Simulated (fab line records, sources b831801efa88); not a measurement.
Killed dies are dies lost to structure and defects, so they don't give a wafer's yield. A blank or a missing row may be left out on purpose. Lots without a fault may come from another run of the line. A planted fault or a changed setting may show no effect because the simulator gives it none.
Chamber matching | flow sky130 | SKY_VIA1_ETCH_14 on rie_diel-03: 4 sister chambers
The step etches BARC in N2/H2, stops on SiO2, time 45.08 s, target depth 60 nm. 27 wafers are shown with their chamber, then 12 later ones without.

WAFERS WITH THEIR CHAMBER
wafer  | chamber | drypump_motor_current_A (A) | throttle_valve_pct (%) | oes_product_au (a.u.)
L077.1 | 1       | 4.6                         | 13.217                 | 0.866
L077.5 | 0       | 6.1                         | 13.228                 | 0.862
L077.6 | 3       | 5.8                         | 13.236                 | 0.861
L078.1 | 2       | 5.4                         | 13.226                 | 0.864
L078.2 | 0       | 6.1                         | 13.222                 | 0.860
L078.3 | 1       | 4.7                         | 13.235                 | 0.858
L079.2 | 1       | 4.6                         | 13.221                 | 0.864
L079.5 | 2       | 5.4                         | 13.231                 | 0.866
L079.6 | 1       | 4.6                         | 13.213                 | 0.860
L081.1 | 2       | 5.4                         | 13.230                 | 0.863
L081.3 | 1       | 4.6                         | 13.222                 | 0.864
L081.4 | 0       | 6.1                         | 13.216                 | 0.864
L084.1 | 1       | 4.6                         | 13.231                 | 0.870
L084.3 | 3       | 5.8                         | 13.230                 | 0.868
L084.6 | 1       | 4.6                         | 13.226                 | 0.865
L083.1 | 0       | 6.1                         | 13.213                 | 0.865
L083.3 | 3       | 5.8                         | 13.221                 | 0.861
L083.6 | 0       | 6.1                         | 13.247                 | 0.866
L086.1 | 1       | 4.6                         | 13.213                 | 0.868
L086.2 | 2       | 5.4                         | 13.225                 | 0.857
L086.6 | 0       | 6.1                         | 13.209                 | 0.870
L085.4 | 0       | 6.1                         | 13.227                 | 0.864
L085.5 | 1       | 4.6                         | 13.228                 | 0.860
L085.6 | 0       | 6.1                         | 13.224                 | 0.867
L089.2 | 1       | 4.6                         | 13.225                 | 0.861
L089.5 | 1       | 4.6                         | 13.207                 | 0.863
L089.6 | 2       | 5.4                         | 13.212                 | 0.865

SIGNATURES (means of the wafers above)
reading                 | chamber 0 | chamber 1 | chamber 2 | chamber 3 | scatter within a chamber
drypump_motor_current_A | 6.100     | 4.609     | 5.400     | 5.800     | 0.0199
throttle_valve_pct      | 13.22325  | 13.22164  | 13.22480  | 13.22900  | 0.0094
oes_product_au          | 0.86475   | 0.86355   | 0.86300   | 0.86333   | 0.00349
Rule: a wafer's distance from a chamber is the root of the sum, over the readings, of the square of ((its reading less the chamber's mean) divided by the reading's scatter). The wafer belongs to the nearest chamber; if the next one is less than 2 further off, it can't be placed. The scatter: the root of (the sum of the squares of (reading less its chamber's mean) over the shown wafers, divided by (wafers less chambers)).

WAFERS WITHOUT THEIR CHAMBER
wafer  | drypump_motor_current_A (A) | throttle_valve_pct (%) | oes_product_au (a.u.)
L090.1 | 6.1                         | 13.223                 | 0.869
L090.5 | 4.6                         | 13.206                 | 0.866
L090.6 | 6.1                         | 13.231                 | 0.859
L093.2 | 6.1                         | 13.231                 | 0.861
L093.3 | 5.8                         | 13.216                 | 0.867
L093.4 | 4.7                         | 13.219                 | 0.865
L096.1 | 6.1                         | 13.220                 | 0.863
L096.3 | 5.4                         | 13.220                 | 0.862
L096.5 | 6.1                         | 13.226                 | 0.863
L097.1 | 5.4                         | 13.234                 | 0.865
L097.2 | 5.7                         | 13.232                 | 0.870
L097.3 | 4.7                         | 13.246                 | 0.864

WHICH CHAMBER EACH WENT THROUGH
wafer  | from the rows above | in truth
L090.1 | 0                   | 0
L090.5 | 1                   | 1
L090.6 | 0                   | 0
L093.2 | 0                   | 0
L093.3 | 3                   | 3
L093.4 | 1                   | 1
L096.1 | 0                   | 0
L096.3 | 2                   | 2
L096.5 | 0                   | 0
L097.1 | 2                   | 2
L097.2 | 3                   | 3
L097.3 | 1                   | 1
Placed correctly: 12 of 12. Can't be placed from these rows: 0. Placed wrongly: 0.
